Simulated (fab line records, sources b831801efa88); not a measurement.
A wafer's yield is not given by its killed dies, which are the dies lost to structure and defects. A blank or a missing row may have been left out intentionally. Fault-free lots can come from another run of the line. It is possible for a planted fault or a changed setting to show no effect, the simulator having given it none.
Lot-split experiment :: flow gf180mcu :: 23 wafers read from 5 lots, route of 602 steps

## ABOUT THE SPLIT
At GF_CONTACT_SPUTTER_22 (material Ti, target thk 15 nm, time 80.02 s), the setting chamber pressure pa was moved away from the recipe's 5 Pa on 15 of the 23 wafers read, by -13.7% to +5.2%. The other wafers ran this setting at the recipe's value.

The reading comes from the split's own step.

## THE READING
Ti_of_CONTACT_SPUTTER_22.thk nm (the simulator's own value, which no gauge read), in nm, at GF_CONTACT_SPUTTER_22 (material Ti, target thk 15 nm, time 80.02 s). The file gives no usual value for it. Here, 8 wafers ran the recipe; their average is 15.06 nm with a standard deviation of 0.058 nm.

wafer: L074.2
tool, chamber at the split: pvd sputter-02, -
chamber pressure pa as run, Pa: 5.262
against the recipe: +5.2%
Ti_of_CONTACT_SPUTTER_22.thk nm, nm: 14.54
against lot-mates on the recipe: no lot-mate on the recipe

wafer: L074.3
tool, chamber at the split: pvd sputter-02, -
chamber pressure pa as run, Pa: 5.262
against the recipe: +5.2%
Ti_of_CONTACT_SPUTTER_22.thk nm, nm: 14.25
against lot-mates on the recipe: no lot-mate on the recipe

wafer: L074.4
tool, chamber at the split: pvd sputter-02, -
chamber pressure pa as run, Pa: 5.262
against the recipe: +5.2%
Ti_of_CONTACT_SPUTTER_22.thk nm, nm: 14.58
against lot-mates on the recipe: no lot-mate on the recipe

wafer: L074.5
tool, chamber at the split: pvd sputter-02, -
chamber pressure pa as run, Pa: 5.262
against the recipe: +5.2%
Ti_of_CONTACT_SPUTTER_22.thk nm, nm: 14.68
against lot-mates on the recipe: no lot-mate on the recipe

wafer: L074.6
tool, chamber at the split: pvd sputter-02, -
chamber pressure pa as run, Pa: 5.262
against the recipe: +5.2%
Ti_of_CONTACT_SPUTTER_22.thk nm, nm: 14.26
against lot-mates on the recipe: no lot-mate on the recipe

wafer: L076.1
tool, chamber at the split: pvd sputter-03, -
chamber pressure pa as run, Pa: 5
against the recipe: recipe
Ti_of_CONTACT_SPUTTER_22.thk nm, nm: 15.09
against lot-mates on the recipe: -

wafer: L076.3
tool, chamber at the split: pvd sputter-03, -
chamber pressure pa as run, Pa: 5
against the recipe: recipe
Ti_of_CONTACT_SPUTTER_22.thk nm, nm: 15.06
against lot-mates on the recipe: -

wafer: L076.6
tool, chamber at the split: pvd sputter-03, -
chamber pressure pa as run, Pa: 5
against the recipe: recipe
Ti_of_CONTACT_SPUTTER_22.thk nm, nm: 15.16
against lot-mates on the recipe: -

wafer: L077.1
tool, chamber at the split: pvd sputter-03, -
chamber pressure pa as run, Pa: 5
against the recipe: recipe
Ti_of_CONTACT_SPUTTER_22.thk nm, nm: 15.07
against lot-mates on the recipe: -

wafer: L077.2
tool, chamber at the split: pvd sputter-03, -
chamber pressure pa as run, Pa: 5
against the recipe: recipe
Ti_of_CONTACT_SPUTTER_22.thk nm, nm: 14.95
against lot-mates on the recipe: -

wafer: L077.4
tool, chamber at the split: pvd sputter-03, -
chamber pressure pa as run, Pa: 5
against the recipe: recipe
Ti_of_CONTACT_SPUTTER_22.thk nm, nm: 15.02
against lot-mates on the recipe: -

wafer: L077.5
tool, chamber at the split: pvd sputter-03, -
chamber pressure pa as run, Pa: 5
against the recipe: recipe
Ti_of_CONTACT_SPUTTER_22.thk nm, nm: 15.1
against lot-mates on the recipe: -

wafer: L077.6
tool, chamber at the split: pvd sputter-03, -
chamber pressure pa as run, Pa: 5
against the recipe: recipe
Ti_of_CONTACT_SPUTTER_22.thk nm, nm: 15.03
against lot-mates on the recipe: -

wafer: L079.2
tool, chamber at the split: pvd sputter-03, -
chamber pressure pa as run, Pa: 4.316
against the recipe: -13.7%
Ti_of_CONTACT_SPUTTER_22.thk nm, nm: 17.19
against lot-mates on the recipe: no lot-mate on the recipe

wafer: L079.3
tool, chamber at the split: pvd sputter-03, -
chamber pressure pa as run, Pa: 4.316
against the recipe: -13.7%
Ti_of_CONTACT_SPUTTER_22.thk nm, nm: 17.2
against lot-mates on the recipe: no lot-mate on the recipe

wafer: L079.5
tool, chamber at the split: pvd sputter-03, -
chamber pressure pa as run, Pa: 4.316
against the recipe: -13.7%
Ti_of_CONTACT_SPUTTER_22.thk nm, nm: 17.2
against lot-mates on the recipe: no lot-mate on the recipe

wafer: L079.4
tool, chamber at the split: pvd sputter-03, -
chamber pressure pa as run, Pa: 4.316
against the recipe: -13.7%
Ti_of_CONTACT_SPUTTER_22.thk nm, nm: 17.3
against lot-mates on the recipe: no lot-mate on the recipe

wafer: L079.6
tool, chamber at the split: pvd sputter-03, -
chamber pressure pa as run, Pa: 4.316
against the recipe: -13.7%
Ti_of_CONTACT_SPUTTER_22.thk nm, nm: 17.34
against lot-mates on the recipe: no lot-mate on the recipe

wafer: L083.1
tool, chamber at the split: pvd sputter-03, -
chamber pressure pa as run, Pa: 5.225
against the recipe: +4.5%
Ti_of_CONTACT_SPUTTER_22.thk nm, nm: 14.42
against lot-mates on the recipe: no lot-mate on the recipe

wafer: L083.2
tool, chamber at the split: pvd sputter-03, -
chamber pressure pa as run, Pa: 5.225
against the recipe: +4.5%
Ti_of_CONTACT_SPUTTER_22.thk nm, nm: 14.58
against lot-mates on the recipe: no lot-mate on the recipe

wafer: L083.3
tool, chamber at the split: pvd sputter-03, -
chamber pressure pa as run, Pa: 5.225
against the recipe: +4.5%
Ti_of_CONTACT_SPUTTER_22.thk nm, nm: 14.3
against lot-mates on the recipe: no lot-mate on the recipe

wafer: L083.4
tool, chamber at the split: pvd sputter-03, -
chamber pressure pa as run, Pa: 5.225
against the recipe: +4.5%
Ti_of_CONTACT_SPUTTER_22.thk nm, nm: 14.43
against lot-mates on the recipe: no lot-mate on the recipe

wafer: L083.5
tool, chamber at the split: pvd sputter-03, -
chamber pressure pa as run, Pa: 5.225
against the recipe: +4.5%
Ti_of_CONTACT_SPUTTER_22.thk nm, nm: 14.59
against lot-mates on the recipe: no lot-mate on the recipe

THE FIT
A straight line over all 23 wafers: Ti_of_CONTACT_SPUTTER_22.thk nm changes by -0.151 nm for each +1% of chamber pressure pa; r = -0.99; the points scatter about the line by 0.13 nm.
Too few moved wafers with a lot-mate on the recipe to fit a line net of each lot's own level.

## THE FILE'S OWN FIT
Ti_of_CONTACT_SPUTTER_22.thk nm changes by -0.151 nm for each +1% of chamber pressure pa, r = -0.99.
